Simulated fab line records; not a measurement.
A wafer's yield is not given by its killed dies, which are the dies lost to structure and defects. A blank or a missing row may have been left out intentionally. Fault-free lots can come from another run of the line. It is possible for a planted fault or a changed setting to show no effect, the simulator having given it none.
Comparing a struck lot with a sound one -- flow sky130 -- 16 steps out of a route of 708
Sound: the wafers L843.1, L843.2, L843.6. Wafers L854.3, L854.4, L854.5 were the ones struck. The cause comes at the end.
For every step that has rows: the tool of each side, followed by ch and its chambers, followed by its first start. Under that, the readings that differ: sound wafers -- struck wafers -- difference of the means -- sigmas: that difference in standard deviations of wafers without a fault.
alike: a reading whose means differ by less than 2 such deviations, as well as words and numbers matching on both sides. not compared: withheld readings; readings where some wafer has no value; bounds like >300 that might hide an equal value; numbers whose values overlap and for which the record gives no deviation.
The two part at a step that has a row with sigmas, a row that says differs or no value, or rows on one side only. Non-overlapping numbers with no deviation appear without sigmas and do not part them. Lack of a reading on every wafer of one side parts them only where that side has two or more wafers.

first, 2 steps without rows for these wafers: SKY_METAL3_PEB_11; SKY_METAL3_DEVELOP_12 (develop time 58.83 s).
SKY_METAL3_CD_MEAS_13 targets a cd of 300 nm.
  struck on cd-sem-01, day 42 00:48; sound on cd-sem-01, day 38 13:10
reading,sound,struck,difference,sigmas
cd-nm (nm),296.6 296.9 295.7,301.4 301.2 301.0,+4.8,+3
SKY_METAL3_OVL_MEAS_14:
  struck on overlay-02, day 42 00:53; sound on overlay-02, day 38 13:17
  alike: METAL3_OVL
SKY_METAL3_DESCUM_15: chemistry O2, time 8 s.
  sound on rie-metal-02 ch 0,1, day 38 13:19; struck on rie-metal-03 ch 0,1, day 42 00:56
  alike: drypump-motor-current-A, oes-product-au
  not compared: rf-hours-counter-h
SKY_METAL3_ETCH_16: etches BARC in N2/H2, stops on SiO2, time 88.2 s, target depth 60 nm.
  sound on rie-metal-02 ch 0,1, day 38 13:21; struck on rie-metal-03 ch 0,1, day 42 00:59
  alike: drypump-motor-current-A, oes-product-au, throttle-valve-pct
  not compared: rf-hours-counter-h
SKY_METAL3_ETCH_17: etches SiO2 in C4F8/O2/Ar, stops on TiN, time 3.9 s, target depth 15 nm.
  sound on rie-diel-03 ch 0,2,3, day 38 13:27; struck on rie-diel-04 ch 1,2,3, day 42 01:03
  alike: oes-product-au
SKY_METAL3_METAL_ETCH_18: etches the open film in Cl2/BCl3, stops on SiO2, target depth 845 nm, time 183.1 s.
  sound on rie-metal-04 ch 0,1, day 38 13:28; struck on rie-metal-04 ch 0,1, day 42 01:07
  alike: bcl3-flow-sccm, drypump-motor-current-A, mfc-cl2-sccm, oes-product-au, throttle-valve-pct
  not compared: rf-hours-counter-h
then, 4 steps without rows for these wafers: SKY_METAL3_STRIP_19 (strips in O2/N2); SKY_METAL3_STRIP_20 (strips in post etch residue remover, time 1200 s); SKY_METAL3_CLEAN_21 (cleans in IPA, time 180 s); SKY_METAL3_CLEAN_22 (cleans in O3/DIW).
SKY_VIA3_HDPCVD_00: deposits SiO2, target thk 1635 nm, time 272.5 s.
  sound on hdpcvd-01 ch 0,1,2, day 38 14:18; struck on hdpcvd-02 ch 0,1, day 42 01:50
reading,sound,struck,difference,sigmas
model.SiO2_of_VIA3_HDPCVD_00.thk-nm (nm),1620 1621 1620,2814 2812 2806,+1190,
SKY_VIA3_THK_MEAS_01:
  struck on film-metro-03, day 42 02:02; sound on film-metro-03, day 38 14:28
reading,sound,struck,difference,sigmas
VIA3_HDPCVD_THK (nm),1621 1622 1621,2815 2813 2806,+1190,+74
SKY_VIA3_CMP_02: polishes SiO2.
  sound on cmp-02 ch 1,2, day 38 14:32; struck on cmp-01 ch 1,3, day 42 06:08
  alike: motor-current-A
-- the record jumps here: 6 days lie between the struck wafers' starts before and after (it left off in module VIA3 and takes up again in module PAD_OPEN, whose first step shown is number 708 of the route) --
SKY_PAD_OPEN_PROBE_99:
  struck on prober-01, day 48 14:20; sound on prober-01, day 45 13:53
reading,sound,struck,difference,sigmas
killed-at-other,1 2 1,0 0 0,-1,-2
  alike: defect-limited-yield, killed_at_M0_to_M3, killed_at_M4_up, killed-at-contacts, killed-at-front-end, killed-dies, killed-on-rim, killed-open, killed-short, sort_bin_3_pad_short, sort_bin_5_function, sort_bin_6_memory, sort-n-pass, sort-yield-pct

== WHERE THEY PART ==
At SKY_METAL3_CD_MEAS_13 first; at SKY_PAD_OPEN_PROBE_99 last (within this record only).

WHY: whatever the simulator had introduced
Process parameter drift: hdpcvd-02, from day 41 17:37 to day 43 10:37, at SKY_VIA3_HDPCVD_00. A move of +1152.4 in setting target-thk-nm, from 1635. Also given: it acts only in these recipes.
